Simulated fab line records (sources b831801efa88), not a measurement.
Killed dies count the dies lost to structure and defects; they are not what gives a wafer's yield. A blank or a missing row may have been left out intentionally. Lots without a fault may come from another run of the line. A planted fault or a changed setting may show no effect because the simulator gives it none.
Matching of chambers	flow sky130	SKY_VIA3_CMP_24 on cmp-02: 4 sister chambers
The step polishes, stops on SiO2, t overpolish 20 s, target thk 0 nm. 7 wafers are shown with their chamber, then 8 later ones without.

## WAFERS WITH THEIR CHAMBER
wafer	chamber	motor-current-A (A)	time-to-endpoint-s (s)
L767.2	3	9.8	98
L777.1	2	9.8	97
L777.3	1	10.7	95
L778.1	1	10.6	91
L778.3	0	10.7	97
L778.6	2	10.2	97
L779.1	0	10.3	95

## WAFERS MISSING THEIR CHAMBER
wafer	motor-current-A (A)	time-to-endpoint-s (s)
L779.3	10.2	96
L779.6	10.4	94
L781.1	10.0	101
L781.2	10.5	105
L781.3	10.0	95
L782.2	10.2	100
L782.4	9.9	98
L782.6	10.0	99

## THE CHAMBER EACH PASSED THROUGH
wafer	from the rows above	in truth
L779.3	can't be placed: 2 or 0 or 3 or 1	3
L779.6	can't be placed: 0 or 1 or 2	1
L781.1	can't be placed: 3 or 2 or 0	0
L781.2	can't be placed: 3 or 2 or 0 or 1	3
L781.3	can't be placed: 2 or 3 or 0 or 1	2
L782.2	can't be placed: 2 or 3 or 0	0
L782.4	can't be placed: 3 or 2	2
L782.6	can't be placed: 3 or 2 or 0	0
Placed correctly: 0 of 8. Not placeable from these rows: 8 (in 8, the candidates include the true chamber). Number placed wrongly: 0.
How it was worked out, from the rows above alone: a wafer's distance from a chamber is the root of the sum, over the readings, of the square of ((its reading less the chamber's mean) divided by the reading's scatter). The wafer belongs to the nearest chamber; if the next one is less than 2 further off, it can't be placed. A chamber's mean is the mean of its shown wafers. The scatter: the root of (the sum of the squares of (reading less its chamber's mean) over the shown wafers, divided by (wafers less chambers)).
